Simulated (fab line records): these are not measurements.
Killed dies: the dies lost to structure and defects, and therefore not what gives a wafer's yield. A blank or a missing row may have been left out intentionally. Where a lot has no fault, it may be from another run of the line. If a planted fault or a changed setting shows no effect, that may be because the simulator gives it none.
A lot that was struck, set against a sound lot + flow sky130 + 31 steps out of a route of 708
Sound: these wafers, L874.1, L874.4, L874.5. Wafers L882.1, L882.4, L882.6 were the ones struck. The cause is given at the end.
Order at every step that has rows: each side's tool, ch and its chambers, its first start. Under that, the readings that differ: sound wafers + struck wafers + difference of the means + sigmas: that difference in standard deviations of wafers without a fault.
alike: a reading whose means differ by less than 2 such deviations, as well as words and numbers matching on both sides. not compared: withheld readings; readings where some wafer has no value; bounds like >300 that might hide an equal value; numbers whose values overlap and for which the record gives no deviation.
A row with sigmas, a row that says differs or no value, or rows on one side alone: a step with any of these is where the two part. Numbers that don't overlap but have no deviation are shown without sigmas and don't part them. Lack of a reading on every wafer of one side parts them only where that side has two or more wafers.

first, 1 step without rows for these wafers: SKY_PWDE_IMPLANT_08.
SKY_PWDE_STRIP_09: strips in O2/N2.
  sound on plasma-asher-03 ch 0,1, day 3 21:01; struck on plasma-asher-04 ch 0,1, day 5 20:55
  alike: drypump-motor-current-A, oes-product-au, strip-time-to-endpoint-s
  not compared: rf-hours-counter-h
SKY_PWDE_TW_MEAS_10:
  struck on film-metro-01, day 5 21:01; sound on film-metro-03, day 3 21:07
| reading | sound             | struck            | difference | sigmas |
|---------|-------------------|-------------------|------------|--------|
| PWDE_TW | 371.0 370.4 372.3 | 377.6 378.3 375.6 | +5.9       | +2     |
then, 7 steps without rows for these wafers: SKY_NWELL_DEHYDRATE_03 (time 60 s); SKY_NWELL_HMDS_04 (prime time 60 s); SKY_NWELL_COAT_05 (resist thk 3000 nm); SKY_NWELL_SOFTBAKE_06; SKY_NWELL_EXPOSE_07 (exposes mask NWM, target cd 840 nm); SKY_NWELL_PEB_08; SKY_NWELL_DEVELOP_09 (develop time 60 s).
SKY_NWELL_OVL_MEAS_10:
  struck on overlay-01, day 6 17:08; sound on overlay-01, day 4 13:58
  alike: NWELL_00_OVL
after that, 1 step had no rows for these wafers: SKY_NWELL_IMPLANT_11.
SKY_NWELL_IMPLANT_12:
  sound on implanter-02 ch 0, day 4 14:09; struck on implanter-02 ch 0, day 6 17:20
| reading            | sound                           | struck                       | difference | sigmas      |
|--------------------|---------------------------------|------------------------------|------------|-------------|
| dose-ions-cm2      | 1.3019e+12 1.299e+12 1.3012e+12 | 9.48e+11 9.483e+11 9.489e+11 | -3.52e+11  | -99 or more |
| faraday-current-uA | 7.51 7.15 7.47                  | 5.39 5.30 5.16               | -2.09      | -14         |
  alike: end-station-pressure-torr
after that, 1 step had no rows for these wafers: SKY_NWELL_IMPLANT_13.
SKY_NWELL_STRIP_14: strips in O2/N2.
  sound on plasma-asher-02 ch 0,1, day 4 14:27; struck on plasma-asher-01 ch 0,1, day 6 17:38
  alike: drypump-motor-current-A, oes-product-au, strip-time-to-endpoint-s
  not compared: rf-hours-counter-h
SKY_NWELL_TW_MEAS_15:
  struck on film-metro-01, day 6 17:44; sound on film-metro-02, day 4 14:33
  alike: NWELL_TW
then, 7 steps without rows for these wafers: SKY_NWELL_DEHYDRATE_16 (time 60 s); SKY_NWELL_HMDS_17 (prime time 60 s); SKY_NWELL_COAT_18 (resist thk 3000 nm); SKY_NWELL_SOFTBAKE_19; SKY_NWELL_EXPOSE_20 (exposes mask NWM COMPLEMENT, target cd 840 nm); SKY_NWELL_PEB_21; SKY_NWELL_DEVELOP_22 (develop time 60 s).
SKY_NWELL_OVL_MEAS_23:
  struck on overlay-02, day 7 13:17; sound on overlay-02, day 5 08:35
  alike: NWELL_01_OVL
after that, 1 step had no rows for these wafers: SKY_NWELL_IMPLANT_24.
SKY_NWELL_STRIP_25: strips in O2/N2.
  sound on plasma-asher-03 ch 0,1, day 5 08:46; struck on plasma-asher-03 ch 0,1, day 7 13:29
  alike: drypump-motor-current-A, oes-product-au, strip-time-to-endpoint-s
  not compared: rf-hours-counter-h
SKY_NWELL_TW_MEAS_26:
  struck on film-metro-03, day 7 13:35; sound on film-metro-03, day 5 08:52
  alike: NWELL_2_TW
then, 1 step without rows for these wafers: SKY_NWELL_CLEAN_27 (cleans in SC1/SC2, time 150 s).
SKY_NWELL_RTA_28: time 30 s.
  sound on rtp-anneal-02 ch 0, day 5 08:59; struck on rtp-anneal-01 ch 0, day 7 13:41
  alike: lamp-power-pct, wafer_temp_C_max
SKY_NWELL_RS_MEAS_29: measures by four-point-probe.
  struck on film-metro-01, day 7 13:47; sound on film-metro-03, day 5 09:05
| reading           | sound             | struck            | difference | sigmas |
|-------------------|-------------------|-------------------|------------|--------|
| NWELL_RS (ohm/sq) | 624.3 623.8 625.1 | 635.5 634.6 633.6 | +10.2      | +7     |
-- the record jumps here: 41 days lie between the struck wafers' starts before and after (it left off in module NWELL and takes up again in module PAD_OPEN, whose first step shown is number 708 of the route) --
SKY_PAD_OPEN_PROBE_99:
  struck on prober-01, day 48 13:17; sound on prober-02, day 46 02:09
| reading                                   | sound                | struck               | difference | sigmas |
|-------------------------------------------|----------------------|----------------------|------------|--------|
| model.etest.pfet-g5v0d10v5.r-on-ohm-um    | 4750 4833 4892       | 4664 4614 4523       | -225       |        |
| model.etest.tip_p_5v.rs-ohm-sq            | 2853 2863 2868       | 2825 2830 2822       | -36        |        |
| model.etest.pfet-g5v0d10v5.drive-ua-um    | 339.8 331.5 330.2    | 350.9 356.4 360.9    | +22.2      |        |
| model.etest.pfet_01v8_lvt.drive-ua-um     | 172.3 169.4 170.2    | 179.4 180.4 182.1    | +10.0      |        |
| model.etest.pfet_16v.drive-ua-um          | 244.9 242.3 243.4    | 249.3 250.4 257.3    | +8.8       |        |
| model.etest.pfet-g5v0d10v5.off-log10-a-um | -12.51 -12.97 -12.88 | -11.29 -11.47 -11.37 | +1.41      |        |
| model.etest.pfet_01v8_lvt.off-log10-a-um  | -9.113 -9.326 -9.207 | -8.511 -8.482 -8.229 | +0.808     |        |
  alike: killed_at_M0_to_M3, killed_at_M4_up, killed-at-contacts, killed-at-front-end, killed-at-other, killed-dies, killed-open, killed-short
  not compared: model.etest.nfet_16v.r-on-ohm-um

== WHERE THEY PART ==
Earliest at SKY_PWDE_TW_MEAS_10; latest, in this record, at SKY_NWELL_RS_MEAS_29. Later steps at which nothing parts them and some readings are alike: SKY_PAD_OPEN_PROBE_99.

WHY: what the simulator had put in
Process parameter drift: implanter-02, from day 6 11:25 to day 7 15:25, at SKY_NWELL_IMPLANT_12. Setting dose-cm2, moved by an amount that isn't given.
